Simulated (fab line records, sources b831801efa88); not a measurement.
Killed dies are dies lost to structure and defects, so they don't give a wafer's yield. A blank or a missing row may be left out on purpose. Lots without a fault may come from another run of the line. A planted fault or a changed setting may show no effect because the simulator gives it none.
Split-lot experiment | flow sfq_line | 5 lots, 23 wafers read, on a route of 325 steps

THE SPLIT
At SFQ_TRILAYER_M1_BARC_OPEN_METAL_ETCH_054 (etches BARC in O2, target depth 125 nm, time 41.7 s), the setting icp_w was moved away from the recipe's 600 W on 5 of the 23 wafers read, by +4.4% to +11.8%. The other wafers ran this setting at the recipe's value.

The reading is taken at the split's own step.

THE READING
KrF_of_TRILAYER_M1_LITHO_COAT_039.thk_nm (the simulator's own value, which no gauge read), in nm, at SFQ_TRILAYER_M1_BARC_OPEN_METAL_ETCH_054 (etches BARC in O2, target depth 125 nm, time 41.7 s). The file gives no usual value for it. The 18 wafers here that ran the recipe average 522.3 nm, standard deviation 1.4 nm.

wafer  | tool, chamber at the split | icp_w as run, W | against the recipe | KrF_of_TRILAYER_M1_LITHO_COAT_039.thk_nm, nm | against lot-mates on the recipe
L078.1 | rie_metal-01, 0            | 600             | recipe             | 521.2                                        | -
L078.3 | rie_metal-01, 0            | 600             | recipe             | 518.6                                        | -
L078.4 | rie_metal-01, 0            | 600             | recipe             | 520.2                                        | -
L078.5 | rie_metal-01, 0            | 600             | recipe             | 520.7                                        | -
L078.6 | rie_metal-01, 0            | 600             | recipe             | 522.1                                        | -
L079.3 | rie_metal-04, 1            | 600             | recipe             | 523.1                                        | -
L079.4 | rie_metal-04, 0            | 600             | recipe             | 524.5                                        | -
L079.5 | rie_metal-04, 0            | 600             | recipe             | 522.8                                        | -
L081.1 | rie_metal-01, 0            | 600             | recipe             | 522.5                                        | -
L081.3 | rie_metal-01, 0            | 670.7           | +11.8%             | 516.1                                        | -7.2
L081.4 | rie_metal-01, 1            | 670.7           | +11.8%             | 517                                          | -6.3
L081.5 | rie_metal-01, 1            | 670.7           | +11.8%             | 514.8                                        | -8.5
L081.6 | rie_metal-01, 0            | 600             | recipe             | 524.1                                        | -
L083.1 | rie_metal-03, 1            | 600             | recipe             | 523.4                                        | -
L083.2 | rie_metal-03, 0            | 600             | recipe             | 523.1                                        | -
L083.3 | rie_metal-03, 1            | 600             | recipe             | 523.7                                        | -
L083.5 | rie_metal-03, 0            | 600             | recipe             | 523                                          | -
L083.6 | rie_metal-03, 1            | 600             | recipe             | 522.7                                        | -
L085.1 | rie_metal-04, 0            | 600             | recipe             | 522.5                                        | -
L085.3 | rie_metal-04, 1            | 600             | recipe             | 521.5                                        | -
L085.4 | rie_metal-04, 0            | 626.2           | +4.4%              | 520.6                                        | -1.1
L085.5 | rie_metal-04, 0            | 626.2           | +4.4%              | 520.6                                        | -1.1
L085.6 | rie_metal-04, 1            | 600             | recipe             | 521.1                                        | -

THE FIT
A straight line over all 23 wafers: KrF_of_TRILAYER_M1_LITHO_COAT_039.thk_nm changes by -0.526 nm for each +1% of icp_w; r = -0.85; the points scatter about the line by 1.4 nm.
The same after taking each lot's own level away (the mean of its wafers on the recipe; 23 wafers): -0.601 nm for each +1%; r = -0.94; scatter 0.94 nm.
On that fit, the largest move of icp_w shifts the reading by 7.1 nm.
The lots' own levels span 520.56 to 523.47 nm, that is 2.0 times the standard deviation above.
So the lot-to-lot level changes the slope: the two fits differ.
Check: with one of the wafers moved furthest among these (+11.8%) left out of the fit, the line predicts -6.88 nm for it against its lot-mates. It came out at -7.2 nm against them.
Tool readings at the split's step, against how far the setting was moved: oes_product_au r = +0.02.

OTHER SPLITS ON THESE WAFERS
These wafers also went through other splits before the reading. Each is held against what the fit with the lots' levels taken away leaves over:
other split on the same wafers                    | wafers away from the commonest value | r with KrF_of_TRILAYER_M1_LITHO_COAT_039.thk_nm (lot level and that fit taken away)
SFQ_TRILAYER_INCOMING_OXIDATION_002 temp_c        | 18                                   | +0.22
SFQ_TRILAYER_L0_DEP_SPUTTER_003 power_w           | 8                                    | -0.23
SFQ_TRILAYER_L0_ETCH_METAL_ETCH_008 icp_w         | 11                                   | +0.15
SFQ_TRILAYER_L0_VIA_LITHO_COAT_013 resist_thk_nm  | 6                                    | +0.02
SFQ_TRILAYER_L0_VIA_BARC_OPEN_VIA_ETCH_021 bias_w | 7                                    | +0.32
SFQ_TRILAYER_M0_DEP_SPUTTER_019 time_s            | 6                                    | +0.23
SFQ_TRILAYER_M0_LITHO_COAT_021 resist_thk_nm      | 10                                   | +0.19
SFQ_TRILAYER_I0_VIA_LITHO_COAT_036 resist_thk_nm  | 8                                    | -0.03
SFQ_TRILAYER_M1_LITHO_COAT_044 resist_thk_nm      | 8                                    | -0.15
SFQ_TRILAYER_M1_LITHO_PEB_042 peb_time_s          | 7                                    | +0.28

THE FILE'S OWN FIT
KrF_of_TRILAYER_M1_LITHO_COAT_039.thk_nm changes by -0.579 nm for each +1% of icp_w, r = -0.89.
